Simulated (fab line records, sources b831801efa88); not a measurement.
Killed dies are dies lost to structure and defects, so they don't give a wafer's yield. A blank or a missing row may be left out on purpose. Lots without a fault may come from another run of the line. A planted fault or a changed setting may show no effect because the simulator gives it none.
Tool commonality check | flow gf180mcu | 13 lots, 39 wafers sampled

WHY IT WAS OPENED
At GF_HV_LDD_OVL_MEAS_32 the reading HV_LDD_02_OVL is flagged on 2 of 13 lots. Wafers without a fault read -0.1 nm, standard deviation 1.3.
Rule: a lot is flagged when every wafer of it that has a number lies more than 4 standard deviations from that mean, or none has a number. The other lots count as sound.

lot  | measured     | on         | HV_LDD_02_OVL (nm), wafer by wafer | flag
L759 | day 11 14:46 | overlay-01 | 0.3 0.0 0.4                        |
L760 | day 11 22:46 | overlay-02 | 0.1 -0.3 -1.0                      |
L761 | day 12 02:08 | overlay-01 | 0.4 1.3 0.7                        |
L762 | day 12 14:20 | overlay-02 | -1.2 -0.6 -0.2                     |
L763 | day 12 21:04 | overlay-02 | -1.5 -0.7 -0.1                     |
L765 | day 13 19:00 | overlay-02 | 0.8 1.7 2.0                        |
L766 | day 14 01:19 | overlay-01 | -1.0 1.0 -0.3                      |
L770 | day 15 11:17 | overlay-01 | -1.4 -3.2 -1.4                     |
L773 | day 16 06:04 | overlay-01 | -83.8 -84.9 -85.2                  | FLAGGED
L774 | day 16 16:44 | overlay-01 | -84.2 -83.5 -84.7                  | FLAGGED
L775 | day 16 20:27 | overlay-01 | -0.7 1.0 -0.2                      |
L776 | day 17 04:22 | overlay-02 | -1.1 -1.4 0.1                      |
L780 | day 18 13:23 | overlay-01 | -1.6 -1.1 1.3                      |
The numbers of the flagged lots are -84.4 nm on average: -84.3 nm against the usual, or -65 standard deviations.

WHICH TOOL RAN EACH LOT
The record holds 2 process steps before the reading, out of a route of 602 steps. In each cell: the tool, then ch and the chambers that the sampled wafers went through, then the start.
lot  | flag    | GF_HV_LDD_STRIP_22                   | GF_HV_LDD_EXPOSE_28
L759 |         | plasma_asher-01 ch 0,1, day 10 20:14 | iline_stepper-01 ch 0, day 11 05:37
L760 |         | plasma_asher-04 ch 0,1, day 11 03:50 | iline_stepper-02 ch 0, day 11 13:15
L761 |         | plasma_asher-01 ch 0, day 11 07:11   | iline_stepper-01 ch 0, day 11 16:34
L762 |         | plasma_asher-04 ch 0,1, day 11 19:02 | iline_stepper-01 ch 0, day 12 04:29
L763 |         | plasma_asher-04 ch 1, day 12 01:07   | iline_stepper-01 ch 0, day 12 10:44
L765 |         | plasma_asher-04 ch 0,1, day 12 22:56 | iline_stepper-01 ch 0, day 13 08:56
L766 |         | plasma_asher-04 ch 0,1, day 13 04:38 | iline_stepper-02 ch 0, day 13 15:04
L770 |         | plasma_asher-04 ch 0,1, day 14 13:15 | iline_stepper-01 ch 0, day 14 23:56
L773 | FLAGGED | plasma_asher-03 ch 0,1, day 15 08:18 | iline_stepper-02 ch 0, day 15 19:35
L774 | FLAGGED | plasma_asher-04 ch 0,1, day 15 18:08 | iline_stepper-02 ch 0, day 16 05:04
L775 |         | plasma_asher-01 ch 0,1, day 15 22:02 | iline_stepper-01 ch 0, day 16 09:39
L776 |         | plasma_asher-03 ch 0,1, day 16 06:02 | iline_stepper-01 ch 0, day 16 17:30
L780 |         | plasma_asher-01 ch 0,1, day 17 14:23 | iline_stepper-01 ch 0, day 18 01:30
What these steps do:
- GF_HV_LDD_STRIP_22: strips in O2/N2.
- GF_HV_LDD_EXPOSE_28: exposes mask Nplus HV AREA, target cd 400 nm.
- GF_HV_LDD_OVL_MEAS_32

FLAGGED OVER TOTAL, TOOL BY TOOL (the gauges that took the reading come last)
step                  | tool             | lots run | flagged | share of the flagged lots | sound lots run after its first flagged lot
GF_HV_LDD_STRIP_22    | plasma_asher-01  | 4        | 0       | none                      | -
GF_HV_LDD_STRIP_22    | plasma_asher-03  | 2        | 1       | some                      | 1 (L776)
GF_HV_LDD_STRIP_22    | plasma_asher-04  | 7        | 1       | some                      | 0
GF_HV_LDD_EXPOSE_28   | iline_stepper-01 | 9        | 0       | none                      | -
GF_HV_LDD_EXPOSE_28   | iline_stepper-02 | 4        | 2       | all                       | 0
GF_HV_LDD_OVL_MEAS_32 | overlay-01       | 8        | 2       | all                       | 2 (L775,L780)
GF_HV_LDD_OVL_MEAS_32 | overlay-02       | 5        | 0       | none                      | -

WHAT THE TABLE ALLOWS
2 rows of the table ran every flagged lot: iline_stepper-02 at GF_HV_LDD_EXPOSE_28, overlay-01 at GF_HV_LDD_OVL_MEAS_32.
- iline_stepper-02 at GF_HV_LDD_EXPOSE_28: 2 of its 4 lots flagged. Its last sound lot is L766 (day 13 15:04), its first flagged lot L773 (day 15 19:35): a fault that began between those two fits.
- overlay-01 at GF_HV_LDD_OVL_MEAS_32: 2 of its 8 lots flagged. Sound lots ran on it after the first flagged one (L775, L780), which a lasting fault on the whole tool wouldn't allow.
One tool is left: iline_stepper-02 at GF_HV_LDD_EXPOSE_28.

WHAT THE SIMULATOR HAD PUT IN
Scanner matching overlay: iline_stepper-02, from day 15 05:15 on, at GF_HV_LDD_EXPOSE_28. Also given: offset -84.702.
Lots struck among those shown: L773, L774. The rule above found the same.
